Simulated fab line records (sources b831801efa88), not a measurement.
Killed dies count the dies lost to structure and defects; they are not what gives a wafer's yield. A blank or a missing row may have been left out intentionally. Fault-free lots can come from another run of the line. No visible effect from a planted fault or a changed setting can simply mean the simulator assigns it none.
Matching of chambers    flow gf180mcu    cmp-01 running GF_STI_CMP_25: 4 sister chambers
The step polishes, stops on Si3N4, t overpolish 33 s, target thk 524.6 nm. 4 wafers are shown with their chamber, then 12 later ones without.

== EACH WAFER AND ITS CHAMBER ==
wafer   chamber  motor current A (A)
L732.4  3        11.5
L744.1  2        10.0
L744.4  1        13.1
L744.6  0        10.5

== WAFERS WITH NO CHAMBER GIVEN ==
wafer   motor current A (A)
L745.1  12.0
L745.2  10.7
L745.3  12.3
L747.2  12.7
L747.4  10.0
L747.5  12.1
L749.1  10.2
L749.4  12.1
L749.5  12.6
L751.1  12.5
L751.2  9.8
L751.5  11.9

== WHICH CHAMBER EACH WENT THROUGH ==
wafer   from the rows above           in truth
L745.1  can't be placed: 3 or 1       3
L745.2  can't be placed: 0 or 2 or 3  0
L745.3  can't be placed: 1 or 3       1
L747.2  can't be placed: 1 or 3       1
L747.4  can't be placed: 2 or 0       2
L747.5  can't be placed: 3 or 1       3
L749.1  can't be placed: 2 or 0       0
L749.4  can't be placed: 3 or 1       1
L749.5  can't be placed: 1 or 3       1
L751.1  can't be placed: 1 or 3       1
L751.2  can't be placed: 2 or 0       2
L751.5  can't be placed: 3 or 1       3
0 of 12 placed correctly. Can't be placed from these rows: 12 (the true chamber is among the candidates in 12). 0 placed wrongly.
How it was worked out, from the rows above alone: a wafer's distance from a chamber is the root of the sum, over the readings, of the square of ((its reading less the chamber's mean) divided by the reading's scatter). The wafer belongs to the nearest chamber; if the next one is less than 2 further off, it can't be placed. A chamber's mean is the mean of its shown wafers. The scatter (one wafer shown for each chamber): square how far every hidden wafer sits from the nearest shown wafer, average those squares and take the square root.
